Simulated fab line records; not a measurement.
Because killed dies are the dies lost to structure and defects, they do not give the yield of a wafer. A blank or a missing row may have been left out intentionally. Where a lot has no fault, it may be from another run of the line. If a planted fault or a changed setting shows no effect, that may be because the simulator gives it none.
fab line records	flow gf180mcu
record lots=24	wafers=72	last_day=34
route steps=602 shown SALICIDE@283 M1@317 V2@384 V5@545
lots untouched by any fault: they come from a run of this same line in which no faults occurred
start_h: hours from the record's opening day to when the first of the lot's shown wafers began	wait_h: time in hours since the lot's previous step	" identical to the entry in the row above	L1.1+2: a row that stands for several wafers	- either no value or no given start	* or withheld: withheld	< > ~ a bound
route shown NAME@n: NAME is a module with steps in the file, n the number in the route of the first one	usual: mean/standard deviation taken from wafers without a fault	same: alike in all rows	chamber/n: place in a boat	sites: each site's reading	_std_site: standard deviation across them	_edge_site: mean of outer sites minus mean of inner sites	radius_mm: how far each site lies from the wafer's centre	mask NAME#n: copy n	behind: the last tool/chamber to shape the wafer	hold: the reason the lot was held/the length of the hold in hours/how it ended	device: the transistor (n, p or np) that didn't switch	end of line: the route-end tests of the same wafers	for a step that has no rows: nothing shown but its recipe	killed: at the first sort, the dies lost to defects and structure; wafer yield is something else	map: a wafer's dies, marking killed ones x, the rest . and places with no die _
set.NAME: setting as actually run; set.NAME@STEP: the setting as run at that earlier step	model.NAME: the simulator's own value behind a step, which no gauge read
route steps across a sampled set of lots; one table per step, one row per wafer
services: a tool's chamber out of use, with start hour (start_h, from the record's first day; less than 0 if before it), hours out, and reason
## steps
# step GF_SALICIDE_THK_MEAS_05
# recipe thk_meas_gauge=xrf	reads=TiN_of_SALICIDE_SPUTTER_03
# usual SALICIDE_TIN_THK=19.49/0.28
lot.wafer	tool	chamber	start_h	wait_h	SALICIDE_TIN_THK[nm]
L074.2	film_metro-02	-	339.49	0.1	18.89
L074.5	"	-	"	"	18.95
L074.6	"	-	"	"	18.88
L075.1	film_metro-03	-	343.69	0.1	19.58
L075.2	"	-	"	"	19.57
L075.6	"	-	"	"	19.44
L076.2	film_metro-01	-	356.93	0.1	19.60
L076.3	"	-	"	"	19.90
L076.6	"	-	"	"	19.61
L077.1	film_metro-02	-	360.72	0.1	19.10
L077.5	"	-	"	"	18.89
L077.6	"	-	"	"	19.02
L078.2	film_metro-01	-	371.18	0.1	19.82
L078.4	"	-	"	"	19.67
L078.6	"	-	"	"	19.73
L079.3	film_metro-03	-	385.12	0.1	19.70
L079.5	"	-	"	"	19.77
L079.6	"	-	"	"	19.73
L080.4	film_metro-01	-	395.08	0.1	19.61
L080.5	"	-	"	"	19.54
L080.6	"	-	"	"	19.60
L081.1	film_metro-03	-	402.32	0.1	19.24
L081.3	"	-	"	"	19.47
L081.6	"	-	"	"	19.39
L082.1	film_metro-03	-	411.84	0.1	19.43
L082.2	"	-	"	"	19.54
L082.6	"	-	"	"	19.56
L083.4	film_metro-01	-	421.26	0.1	19.16
L083.5	"	-	"	"	19.17
L083.6	"	-	"	"	19.60
L084.1	film_metro-01	-	423.44	0.1	19.67
L084.2	"	-	"	"	19.49
L084.4	"	-	"	"	19.60
L085.1	film_metro-03	-	432.38	0.1	19.45
L085.2	"	-	"	"	19.42
L085.4	"	-	"	"	19.74
L086.3	film_metro-01	-	437.64	0.1	20.18
L086.5	"	-	"	"	20.34
L086.6	"	-	"	"	20.06
L087.1	film_metro-01	-	455.37	0.1	19.76
L087.5	"	-	"	"	19.76
L087.6	"	-	"	"	19.48
L088.1	film_metro-01	-	460.97	0.1	19.57
L088.3	"	-	"	"	19.88
L088.5	"	-	"	"	19.67
L089.3	film_metro-01	-	473.81	0.1	19.72
L089.4	"	-	"	"	19.45
L089.5	"	-	"	"	19.59
L090.3	film_metro-01	-	476.64	0.1	19.52
L090.4	"	-	"	"	19.21
L090.5	"	-	"	"	19.58
L091.3	film_metro-03	-	480.06	0.1	19.52
L091.4	"	-	"	"	19.63
L091.5	"	-	"	"	19.73
L092.1	film_metro-03	-	489.48	0.1	19.37
L092.5	"	-	"	"	19.66
L092.6	"	-	"	"	19.38
L093.2	film_metro-03	-	494.84	0.1	19.18
L093.4	"	-	"	"	19.60
L093.6	"	-	"	"	19.53
L094.2	film_metro-02	-	501.15	0.1	19.24
L094.3	"	-	"	"	19.43
L094.4	"	-	"	"	19.35
L095.1	film_metro-02	-	510.46	0.1	19.31
L095.3	"	-	"	"	18.90
L095.4	"	-	"	"	19.27
L096.1	film_metro-03	-	522.38	0.1	19.60
L096.2	"	-	"	"	19.52
L096.6	"	-	"	"	19.48
L097.2	film_metro-02	-	537.20	0.1	19.16
L097.4	"	-	"	"	19.34
L097.5	"	-	"	"	19.11
# step GF_M1_SPUTTER_02
# recipe material=AlCu	target_thk_nm=450	power_w=10600	time_s=23.9	chamber_pressure_pa=0.4
# usual throttle_valve_pct=30.0/0.75
lot.wafer	tool	chamber	start_h	wait_h	throttle_valve_pct
L074.2	pvd_sputter-04	-	363.64	0.0	30.8
L074.5	"	-	"	"	29.5
L074.6	"	-	"	"	28.5
L075.1	pvd_sputter-01	-	367.58	0.0	29.9
L075.2	"	-	"	"	29.7
L075.6	"	-	"	"	29.9
L076.2	pvd_sputter-04	-	381.88	0.0	29.6
L076.3	"	-	"	"	30.5
L076.6	"	-	"	"	28.5
L077.1	pvd_sputter-04	-	384.90	0.0	28.4
L077.5	"	-	"	"	28.4
L077.6	"	-	"	"	31.1
L078.2	pvd_sputter-01	-	395.71	0.0	29.6
L078.4	"	-	"	"	31.3
L078.6	"	-	"	"	30.2
L079.3	pvd_sputter-01	-	410.33	0.0	29.7
L079.5	"	-	"	"	29.8
L079.6	"	-	"	"	31.2
L080.4	pvd_sputter-01	-	420.70	0.0	29.8
L080.5	"	-	"	"	29.7
L080.6	"	-	"	"	29.9
L081.1	pvd_sputter-04	-	427.64	0.0	28.4
L081.3	"	-	"	"	30.7
L081.6	"	-	"	"	30.6
L082.1	pvd_sputter-01	-	438.31	0.0	31.3
L082.2	"	-	"	"	29.8
L082.6	"	-	"	"	29.8
L083.4	pvd_sputter-04	-	447.63	0.0	31.0
L083.5	"	-	"	"	29.4
L083.6	"	-	"	"	31.0
L084.1	pvd_sputter-03	-	449.83	0.0	30.0
L084.2	"	-	"	"	30.0
L084.4	"	-	"	"	30.0
L085.1	pvd_sputter-01	-	458.53	0.0	29.5
L085.2	"	-	"	"	30.1
L085.4	"	-	"	"	31.6
L086.3	pvd_sputter-04	-	464.63	0.0	30.7
L086.5	"	-	"	"	30.7
L086.6	"	-	"	"	29.4
L087.1	pvd_sputter-04	-	482.03	0.0	29.5
L087.5	"	-	"	"	30.9
L087.6	"	-	"	"	29.9
L088.1	pvd_sputter-04	-	486.43	0.0	30.9
L088.3	"	-	"	"	30.7
L088.5	"	-	"	"	30.7
L089.3	pvd_sputter-01	-	499.99	0.0	29.8
L089.4	"	-	"	"	31.3
L089.5	"	-	"	"	29.8
L090.3	pvd_sputter-03	-	502.53	0.0	29.6
L090.4	"	-	"	"	30.1
L090.5	"	-	"	"	30.0
L091.3	pvd_sputter-03	-	506.53	0.0	29.5
L091.4	"	-	"	"	30.2
L091.5	"	-	"	"	30.3
L092.1	pvd_sputter-03	-	515.44	0.0	30.3
L092.5	"	-	"	"	29.6
L092.6	"	-	"	"	30.2
L093.2	pvd_sputter-03	-	520.94	0.0	30.1
L093.4	"	-	"	"	30.2
L093.6	"	-	"	"	29.8
L094.2	pvd_sputter-03	-	527.30	0.0	29.9
L094.3	"	-	"	"	30.0
L094.4	"	-	"	"	29.0
L095.1	pvd_sputter-04	-	535.91	0.0	30.7
L095.3	"	-	"	"	29.6
L095.4	"	-	"	"	30.8
L096.1	pvd_sputter-03	-	547.43	0.0	30.2
L096.2	"	-	"	"	29.2
L096.6	"	-	"	"	29.8
L097.2	pvd_sputter-01	-	562.58	0.0	29.7
L097.4	"	-	"	"	29.8
L097.5	"	-	"	"	29.9
# step GF_V2_CVD_02
# recipe material=SiO2	target_thk_nm=850	precursor=TEOS	temp_c=400	time_s=94.851	rf_w=600
# usual heater_power_outer_w=390/53	heater_power_w=680/77
lot.wafer	tool	chamber	start_h	wait_h	heater_power_outer_w	heater_power_w
L074.2	pecvd-02	0	437.45	0.0	328	620
L074.5	"	1	"	"	389	721
L074.6	"	2	"	"	289	536
L075.1	pecvd-01	0	441.48	0.1	455	785
L075.2	"	1	"	"	364	595
L075.6	"	1	"	"	412	643
L076.2	pecvd-02	0	456.96	0.0	351	677
L076.3	"	1	"	"	413	739
L076.6	"	2	"	"	339	602
L077.1	pecvd-01	0	459.81	0.1	448	776
L077.5	"	2	"	"	456	816
L077.6	"	1	"	"	365	567
L078.2	pecvd-02	0	470.24	0.0	363	677
L078.4	"	1	"	"	377	680
L078.6	"	0	"	"	270	535
L079.3	pecvd-04	0	486.44	0.1	405	670
L079.5	"	1	"	"	412	623
L079.6	"	0	"	"	308	543
L080.4	pecvd-04	1	495.91	0.1	453	641
L080.5	"	1	"	"	475	701
L080.6	"	0	"	"	358	592
L081.1	pecvd-02	0	503.10	0.1	356	664
L081.3	"	2	"	"	363	649
L081.6	"	1	"	"	303	619
L082.1	pecvd-02	0	514.55	0.1	308	592
L082.2	"	2	"	"	311	570
L082.6	"	2	"	"	342	625
L083.4	pecvd-01	2	522.94	0.1	413	786
L083.5	"	1	"	"	474	731
L083.6	"	0	"	"	442	735
L084.1	pecvd-02	2	526.47	0.1	302	564
L084.2	"	0	"	"	339	605
L084.4	"	0	"	"	354	660
L085.1	pecvd-01	1	532.91	0.1	468	695
L085.2	"	0	"	"	377	683
L085.4	"	2	"	"	456	855
L086.3	pecvd-01	1	538.93	0.0	402	610
L086.5	"	0	"	"	342	633
L086.6	"	1	"	"	436	675
L087.1	pecvd-02	1	556.11	0.1	394	717
L087.5	"	2	"	"	357	637
L087.6	"	1	"	"	411	727
L088.1	pecvd-01	1	561.15	0.1	468	721
L088.3	"	2	"	"	443	813
L088.5	"	1	"	"	381	581
L089.3	pecvd-01	0	573.34	0.0	429	757
L089.4	"	0	"	"	462	789
L089.5	"	1	"	"	460	726
L090.3	pecvd-01	0	575.33	0.0	466	816
L090.4	"	1	"	"	433	654
L090.5	"	2	"	"	403	774
L091.3	pecvd-01	0	579.54	0.0	420	760
L091.4	"	0	"	"	454	787
L091.5	"	2	"	"	431	794
L092.1	pecvd-01	2	586.97	0.1	428	785
L092.5	"	2	"	"	447	821
L092.6	"	1	"	"	447	663
L093.2	pecvd-02	0	591.12	0.0	270	537
L093.4	"	2	"	"	372	659
L093.6	"	1	"	"	409	748
L094.2	pecvd-04	0	598.31	0.0	372	613
L094.3	"	0	"	"	395	666
L094.4	"	1	"	"	371	564
L095.1	pecvd-01	2	605.45	0.1	441	790
L095.3	"	0	"	"	403	711
L095.4	"	1	"	"	454	672
L096.1	pecvd-04	0	616.63	0.1	358	598
L096.2	"	1	"	"	450	666
L096.6	"	2	"	"	390	666
L097.2	pecvd-02	1	630.00	0.0	398	722
L097.4	"	1	"	"	400	747
L097.5	"	0	"	"	275	525
# step GF_V2_SPUTTER_22
# recipe material=TiN	target_thk_nm=10	chamber_pressure_pa=5	power_w=4000	time_s=40
# usual throttle_valve_pct=29.9/0.82
lot.wafer	tool	chamber	start_h	wait_h	throttle_valve_pct
L074.2	pvd_sputter-02	-	463.18	0.0	28.6
L074.5	"	-	"	"	31.3
L074.6	"	-	"	"	29.3
L075.1	pvd_sputter-03	-	467.53	0.0	30.0
L075.2	"	-	"	"	30.0
L075.6	"	-	"	"	30.1
L076.2	pvd_sputter-01	-	482.43	0.0	30.0
L076.3	"	-	"	"	29.7
L076.6	"	-	"	"	29.4
L077.1	pvd_sputter-02	-	484.78	0.0	28.3
L077.5	"	-	"	"	28.3
L077.6	"	-	"	"	31.4
L078.2	pvd_sputter-02	-	495.42	0.0	28.5
L078.4	"	-	"	"	28.6
L078.6	"	-	"	"	29.3
L079.3	pvd_sputter-02	-	511.60	0.0	28.6
L079.5	"	-	"	"	30.3
L079.6	"	-	"	"	28.4
L080.4	pvd_sputter-02	-	521.58	0.0	30.3
L080.5	"	-	"	"	30.3
L080.6	"	-	"	"	29.6
L081.1	pvd_sputter-02	-	527.79	0.0	30.4
L081.3	"	-	"	"	29.6
L081.6	"	-	"	"	31.3
L082.1	pvd_sputter-03	-	538.63	0.0	30.2
L082.2	"	-	"	"	29.6
L082.6	"	-	"	"	30.0
L083.4	pvd_sputter-02	-	547.23	0.0	31.3
L083.5	"	-	"	"	31.0
L083.6	"	-	"	"	28.5
L084.1	pvd_sputter-03	-	550.63	0.0	29.6
L084.2	"	-	"	"	30.1
L084.4	"	-	"	"	30.4
L085.1	pvd_sputter-03	-	556.81	0.0	29.5
L085.2	"	-	"	"	30.3
L085.4	"	-	"	"	29.1
L086.3	pvd_sputter-02	-	562.98	0.0	28.7
L086.5	"	-	"	"	30.2
L086.6	"	-	"	"	28.7
L087.1	pvd_sputter-03	-	578.96	0.0	29.0
L087.5	"	-	"	"	29.9
L087.6	"	-	"	"	28.9
L088.1	pvd_sputter-02	-	584.64	0.0	31.4
L088.3	"	-	"	"	29.7
L088.5	"	-	"	"	31.7
L089.3	pvd_sputter-03	-	595.78	0.0	30.2
L089.4	"	-	"	"	30.2
L089.5	"	-	"	"	30.0
L090.3	pvd_sputter-01	-	597.99	0.0	29.8
L090.4	"	-	"	"	31.4
L090.5	"	-	"	"	29.8
L091.3	pvd_sputter-03	-	602.09	0.0	29.9
L091.4	"	-	"	"	29.6
L091.5	"	-	"	"	29.2
L092.1	pvd_sputter-03	-	609.09	0.0	30.2
L092.5	"	-	"	"	29.9
L092.6	"	-	"	"	28.9
L093.2	pvd_sputter-03	-	612.49	0.0	29.9
L093.4	"	-	"	"	29.0
L093.6	"	-	"	"	30.2
L094.2	pvd_sputter-01	-	620.06	0.0	29.9
L094.3	"	-	"	"	31.3
L094.4	"	-	"	"	29.7
L095.1	pvd_sputter-03	-	626.74	0.0	30.1
L095.3	"	-	"	"	29.1
L095.4	"	-	"	"	30.2
L096.1	pvd_sputter-01	-	638.35	0.0	29.8
L096.2	"	-	"	"	30.0
L096.6	"	-	"	"	31.4
L097.2	pvd_sputter-02	-	651.09	0.0	29.5
L097.4	"	-	"	"	28.8
L097.5	"	-	"	"	31.4
# step GF_V5_BOW_MEAS_05
# recipe mode=bow
# usual V5_BOW=132/8.9
lot.wafer	tool	chamber	start_h	wait_h	V5_BOW[um]
L074.2	film_metro-01	-	608.72	0.2	133
L074.5	"	-	"	"	132
L074.6	"	-	"	"	136
L075.1	film_metro-02	-	612.37	0.2	140
L075.2	"	-	"	"	131
L075.6	"	-	"	"	144
L076.2	film_metro-01	-	623.89	0.1	139
L076.3	"	-	"	"	125
L076.6	"	-	"	"	130
L077.1	film_metro-04	-	627.47	0.2	131
L077.5	"	-	"	"	121
L077.6	"	-	"	"	117
L078.2	film_metro-01	-	636.61	0.1	132
L078.4	"	-	"	"	128
L078.6	"	-	"	"	129
L079.3	film_metro-04	-	650.85	0.3	127
L079.5	"	-	"	"	121
L079.6	"	-	"	"	123
L080.4	film_metro-02	-	657.90	0.2	140
L080.5	"	-	"	"	148
L080.6	"	-	"	"	134
L081.1	film_metro-01	-	664.73	0.1	139
L081.3	"	-	"	"	151
L081.6	"	-	"	"	135
L082.1	film_metro-01	-	673.40	0.1	120
L082.2	"	-	"	"	125
L082.6	"	-	"	"	128
L083.4	film_metro-01	-	680.22	0.2	151
L083.5	"	-	"	"	140
L083.6	"	-	"	"	130
L084.1	film_metro-04	-	682.97	0.1	134
L084.2	"	-	"	"	124
L084.4	"	-	"	"	129
L085.1	film_metro-01	-	687.33	0.2	136
L085.2	"	-	"	"	141
L085.4	"	-	"	"	132
L086.3	film_metro-01	-	693.35	0.3	126
L086.5	"	-	"	"	128
L086.6	"	-	"	"	123
L087.1	film_metro-02	-	706.48	0.1	131
L087.5	"	-	"	"	121
L087.6	"	-	"	"	128
L088.1	film_metro-01	-	712.21	0.2	142
L088.3	"	-	"	"	136
L088.5	"	-	"	"	140
L089.3	film_metro-01	-	721.67	0.1	144
L089.4	"	-	"	"	141
L089.5	"	-	"	"	146
L090.3	film_metro-04	-	723.01	0.2	123
L090.4	"	-	"	"	139
L090.5	"	-	"	"	126
L091.3	film_metro-04	-	725.56	0.3	124
L091.4	"	-	"	"	127
L091.5	"	-	"	"	121
L092.1	film_metro-01	-	734.17	0.1	131
L092.5	"	-	"	"	122
L092.6	"	-	"	"	133
L093.2	film_metro-02	-	735.26	0.2	128
L093.4	"	-	"	"	142
L093.6	"	-	"	"	131
L094.2	film_metro-01	-	742.34	0.2	149
L094.3	"	-	"	"	140
L094.4	"	-	"	"	143
L095.1	film_metro-02	-	747.56	0.1	125
L095.3	"	-	"	"	136
L095.4	"	-	"	"	132
L096.1	film_metro-02	-	755.91	0.1	129
L096.2	"	-	"	"	127
L096.6	"	-	"	"	128
L097.2	film_metro-02	-	767.59	0.2	119
L097.4	"	-	"	"	113
L097.5	"	-	"	"	102
# step GF_V5_OVL_MEAS_15
# usual V5_OVL=7/4.5
lot.wafer	tool	chamber	start_h	wait_h	V5_OVL[nm]
L074.2	overlay-01	-	629.38	0.1	6
L074.5	"	-	"	"	1
L074.6	"	-	"	"	4
L075.1	overlay-02	-	633.02	0.1	13
L075.2	"	-	"	"	7
L075.6	"	-	"	"	7
L076.2	overlay-01	-	644.03	0.1	10
L076.3	"	-	"	"	8
L076.6	"	-	"	"	4
L077.1	overlay-01	-	647.22	0.1	9
L077.5	"	-	"	"	11
L077.6	"	-	"	"	7
L078.2	overlay-01	-	655.63	0.1	9
L078.4	"	-	"	"	3
L078.6	"	-	"	"	8
L079.3	overlay-01	-	670.18	0.1	7
L079.5	"	-	"	"	4
L079.6	"	-	"	"	4
L080.4	overlay-01	-	676.64	0.1	6
L080.5	"	-	"	"	12
L080.6	"	-	"	"	2
L081.1	overlay-01	-	683.62	0.1	3
L081.3	"	-	"	"	10
L081.6	"	-	"	"	9
L082.1	overlay-01	-	692.77	0.1	11
L082.2	"	-	"	"	11
L082.6	"	-	"	"	3
L083.4	overlay-01	-	699.64	0.1	6
L083.5	"	-	"	"	0
L083.6	"	-	"	"	15
L084.1	overlay-02	-	702.02	0.1	3
L084.2	"	-	"	"	-1
L084.4	"	-	"	"	5
L085.1	overlay-01	-	706.10	0.1	15
L085.2	"	-	"	"	5
L085.4	"	-	"	"	13
L086.3	overlay-01	-	711.73	0.1	6
L086.5	"	-	"	"	7
L086.6	"	-	"	"	9
L087.1	overlay-01	-	724.02	0.1	9
L087.5	"	-	"	"	11
L087.6	"	-	"	"	13
L088.1	overlay-02	-	729.92	0.1	12
L088.3	"	-	"	"	8
L088.5	"	-	"	"	5
L089.3	overlay-02	-	739.08	0.1	4
L089.4	"	-	"	"	-2
L089.5	"	-	"	"	2
L090.3	overlay-02	-	741.13	0.1	-1
L090.4	"	-	"	"	5
L090.5	"	-	"	"	1
L091.3	overlay-02	-	742.13	0.1	11
L091.4	"	-	"	"	11
L091.5	"	-	"	"	9
L092.1	overlay-02	-	750.77	0.1	3
L092.5	"	-	"	"	5
L092.6	"	-	"	"	5
L093.2	overlay-02	-	752.83	0.1	13
L093.4	"	-	"	"	13
L093.6	"	-	"	"	13
L094.2	overlay-02	-	758.60	0.1	6
L094.3	"	-	"	"	5
L094.4	"	-	"	"	8
L095.1	overlay-02	-	763.46	0.1	8
L095.3	"	-	"	"	2
L095.4	"	-	"	"	9
L096.1	overlay-02	-	772.17	0.1	6
L096.2	"	-	"	"	9
L096.6	"	-	"	"	7
L097.2	overlay-02	-	783.75	0.1	16
L097.4	"	-	"	"	8
L097.5	"	-	"	"	2
## services
tool	chamber	start_h	hours	kind
pecvd-02	0	339.75	14.0	repair
pecvd-01	-	341.59	14.6	pm
pvd_sputter-03	-	345.44	9.5	repair
pecvd-02	-	368.88	14.0	pm
pvd_sputter-01	-	388.70	4.6	repair
pvd_sputter-03	-	390.89	0.5	repair
pecvd-04	2	399.52	2.1	repair
pvd_sputter-03	-	407.76	7.0	repair
pvd_sputter-03	-	410.56	20.0	repair
pvd_sputter-04	-	416.21	4.9	repair
pvd_sputter-01	-	424.91	6.7	repair
pvd_sputter-03	-	436.86	3.2	repair
pvd_sputter-01	-	443.66	4.0	repair
pvd_sputter-03	-	490.12	4.1	repair
pecvd-02	-	498.38	0.5	repair
pvd_sputter-04	-	499.24	3.4	repair
pvd_sputter-03	-	535.26	0.9	repair
pecvd-02	-	552.64	0.8	pm
pvd_sputter-01	-	554.83	7.3	repair
pecvd-02	-	556.22	20.7	repair
pecvd-01	-	591.12	14.0	pm
pecvd-01	0	626.07	15.7	repair
pvd_sputter-01	-	639.22	1.9	repair
pvd_sputter-04	-	641.95	9.4	repair
## key
fault none
